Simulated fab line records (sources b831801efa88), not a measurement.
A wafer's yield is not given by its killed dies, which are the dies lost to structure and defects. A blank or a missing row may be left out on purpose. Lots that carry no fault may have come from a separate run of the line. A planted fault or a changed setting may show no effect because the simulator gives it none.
Matching of chambers + flow gf180mcu + GF_CONTACT_CMP_27 on cmp-02: 4 sister chambers
The step polishes, stops on SiO2, t overpolish 15 s, target thk 0 nm. 8 wafers are shown with their chamber, then 10 later ones without.

== EACH WAFER AND ITS CHAMBER ==
| wafer  | chamber | time_to_endpoint_s (s) | motor_current_A (A) |
|--------|---------|------------------------|---------------------|
| L494.5 | 3       | 60                     | 10.0                |
| L495.2 | 3       | 60                     | 10.2                |
| L495.4 | 1       | 66                     | 11.6                |
| L498.1 | 0       | 74                     | 10.6                |
| L498.2 | 2       | 70                     | 11.6                |
| L498.3 | 1       | 71                     | 11.1                |
| L501.2 | 0       | 77                     | 11.2                |
| L501.5 | 2       | 73                     | 12.5                |

== WAFERS WHOSE CHAMBER IS MISSING ==
| wafer  | time_to_endpoint_s (s) | motor_current_A (A) |
|--------|------------------------|---------------------|
| L501.6 | 71                     | 11.8                |
| L506.1 | 69                     | 11.1                |
| L506.4 | 61                     | 10.0                |
| L506.6 | 72                     | 10.5                |
| L507.1 | 65                     | 12.0                |
| L507.2 | 58                     | 9.7                 |
| L507.6 | 67                     | 11.1                |
| L508.4 | 64                     | 11.0                |
| L508.5 | 65                     | 11.7                |
| L508.6 | 61                     | 9.8                 |

== EACH ONE'S CHAMBER ==
| wafer  | from the rows above          | in truth |
|--------|------------------------------|----------|
| L501.6 | can't be placed: 2 or 1      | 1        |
| L506.1 | can't be placed: 1 or 2      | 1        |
| L506.4 | 3                            | 3        |
| L506.6 | can't be placed: 0 or 1 or 2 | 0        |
| L507.1 | can't be placed: 1 or 2      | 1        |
| L507.2 | 3                            | 3        |
| L507.6 | 1                            | 1        |
| L508.4 | can't be placed: 1 or 3 or 2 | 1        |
| L508.5 | can't be placed: 1 or 2      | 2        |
| L508.6 | 3                            | 3        |
4 of 10 placed correctly. Not placeable from these rows: 6 (in 6, the candidates include the true chamber). 0 placed wrongly.
How it was worked out, from the rows above alone: a wafer's distance from a chamber is the root of the sum, over the readings, of the square of ((its reading less the chamber's mean) divided by the reading's scatter). The wafer belongs to the nearest chamber; if the next one is less than 2 further off, it can't be placed. Each chamber's mean is taken over the wafers shown for it. The scatter: the root of (the sum of the squares of (reading less its chamber's mean) over the shown wafers, divided by (wafers less chambers)).
